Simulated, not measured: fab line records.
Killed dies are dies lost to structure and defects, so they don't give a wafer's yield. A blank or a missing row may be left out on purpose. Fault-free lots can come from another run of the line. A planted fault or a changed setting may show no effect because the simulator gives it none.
Shared-tool check    flow gf180mcu    42 wafers sampled across 12 lots

== WHY IT WAS OPENED ==
At GF_M2_CD_MEAS_14 the reading cd-nm is flagged on 2 of 12 lots. Fault-free wafers read 279.9 nm, with a standard deviation of 1.3.
Rule: a lot is flagged when every wafer of it that has a number lies more than 4 standard deviations from that mean, or none has a number. The rest of the lots are taken to be sound.

lot   measured      on         cd-nm (nm), wafer by wafer           flag
L832  day 20 16:45  cd-sem-01  280.6 280.5 280.4                    
L833  day 21 01:43  cd-sem-02  281.9 280.7 280.8                    
L835  day 21 06:49  cd-sem-01  279.4 279.0 279.6                    
L837  day 21 23:59  cd-sem-02  277.8 278.4 277.3                    
L836  day 22 04:11  cd-sem-02  281.1 280.7 279.4                    
L839  day 22 14:13  cd-sem-01  283.0 283.0 283.0                    
L842  day 23 18:00  cd-sem-02  281.1 281.6 282.2                    
L844  day 24 10:34  cd-sem-02  287.4 288.6 286.9 287.4 288.6 287.0  FLAGGED
L845  day 24 18:59  cd-sem-02  288.9 287.5 288.4 288.9 287.6 288.0  FLAGGED
L850  day 26 16:08  cd-sem-02  279.8 279.3 279.5                    
L851  day 26 16:28  cd-sem-02  280.6 280.8 280.9                    
L852  day 26 23:22  cd-sem-01  281.0 280.1 280.7                    
On average the flagged lots' numbers are 287.9 nm, which is +8.0 nm against the usual, or +6 standard deviations.

== LOT BY LOT: THE TOOL USED ==
The record holds 2 process steps before the reading, out of a route of 602 steps. Cell contents, in order: the tool; ch with the chambers the sampled wafers went through; the start.
lot   flag     GF_STI_STRIP_15                      GF_M2_PEB_12
L832           plasma-asher-01 ch 0,1, day 2 20:02  litho-track-03 ch 0, day 20 16:24
L833           plasma-asher-01 ch 0, day 3 02:33    litho-track-04 ch 0, day 21 01:22
L835           plasma-asher-03 ch 0,1, day 3 09:44  litho-track-02 ch 0, day 21 06:29
L837           plasma-asher-03 ch 0,1, day 3 18:22  litho-track-02 ch 0, day 21 23:40
L836           plasma-asher-01 ch 0,1, day 3 18:59  litho-track-02 ch 0, day 22 03:52
L839           plasma-asher-01 ch 0,1, day 4 04:30  litho-track-02 ch 0, day 22 13:53
L842           plasma-asher-01 ch 1, day 4 19:30    litho-track-03 ch 0, day 23 17:39
L844  FLAGGED  plasma-asher-01 ch 0,1, day 5 06:38  litho-track-02 ch 0, day 24 10:14
L845  FLAGGED  plasma-asher-01 ch 0,1, day 5 13:03  litho-track-02 ch 0, day 24 18:38
L850           plasma-asher-04 ch 0,1, day 6 13:41  litho-track-04 ch 0, day 26 15:48
L851           plasma-asher-03 ch 0,1, day 6 18:53  litho-track-04 ch 0, day 26 16:07
L852           plasma-asher-01 ch 0, day 7 00:20    litho-track-04 ch 0, day 26 23:01
What these steps do:
- GF_STI_STRIP_15: strips in O2/N2.
- GF_M2_PEB_12: peb time 90 s.
- GF_M2_CD_MEAS_14: target cd 280 nm.

== FLAGGED OVER TOTAL, TOOL BY TOOL (the gauges that took the reading come last) ==
step              tool             lots run  flagged  share of the flagged lots  sound lots run after its first flagged lot
GF_STI_STRIP_15   plasma-asher-01  8         2        all                        1 (L852)
GF_STI_STRIP_15   plasma-asher-03  3         0        none                       -
GF_STI_STRIP_15   plasma-asher-04  1         0        none                       -
GF_M2_PEB_12      litho-track-02   6         2        all                        0
GF_M2_PEB_12      litho-track-03   2         0        none                       -
GF_M2_PEB_12      litho-track-04   4         0        none                       -
GF_M2_CD_MEAS_14  cd-sem-01        4         0        none                       -
GF_M2_CD_MEAS_14  cd-sem-02        8         2        all                        2 (L850,L851)

== WHAT THE TABLE ALLOWS ==
3 rows of the table ran every flagged lot: plasma-asher-01 at GF_STI_STRIP_15, litho-track-02 at GF_M2_PEB_12, cd-sem-02 at GF_M2_CD_MEAS_14.
- plasma-asher-01 at GF_STI_STRIP_15: 2 of its 8 lots flagged. Sound lots ran on it after the first flagged one (L852), which a lasting fault on the whole tool wouldn't allow.
- litho-track-02 at GF_M2_PEB_12: 2 of its 6 lots flagged. It ran its last sound lot, L839, at day 22 13:53 and its first flagged lot, L844, at day 24 10:14: a fault with its onset between the two fits. Its own readings lie more than 4 standard deviations out on every wafer of the flagged lots: heater-power-total-W.
- cd-sem-02 at GF_M2_CD_MEAS_14: 2 of its 8 lots flagged. Sound lots ran on it after the first flagged one (L850, L851), which a lasting fault on the whole tool wouldn't allow.
Left over: one tool, litho-track-02 at GF_M2_PEB_12.

== WHAT HAD BEEN PUT IN BY THE SIMULATOR ==
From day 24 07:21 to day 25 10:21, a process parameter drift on litho-track-02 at GF_M2_PEB_12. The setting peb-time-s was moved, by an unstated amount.
Struck lots among those shown: L844, L845. The rule above found the same.
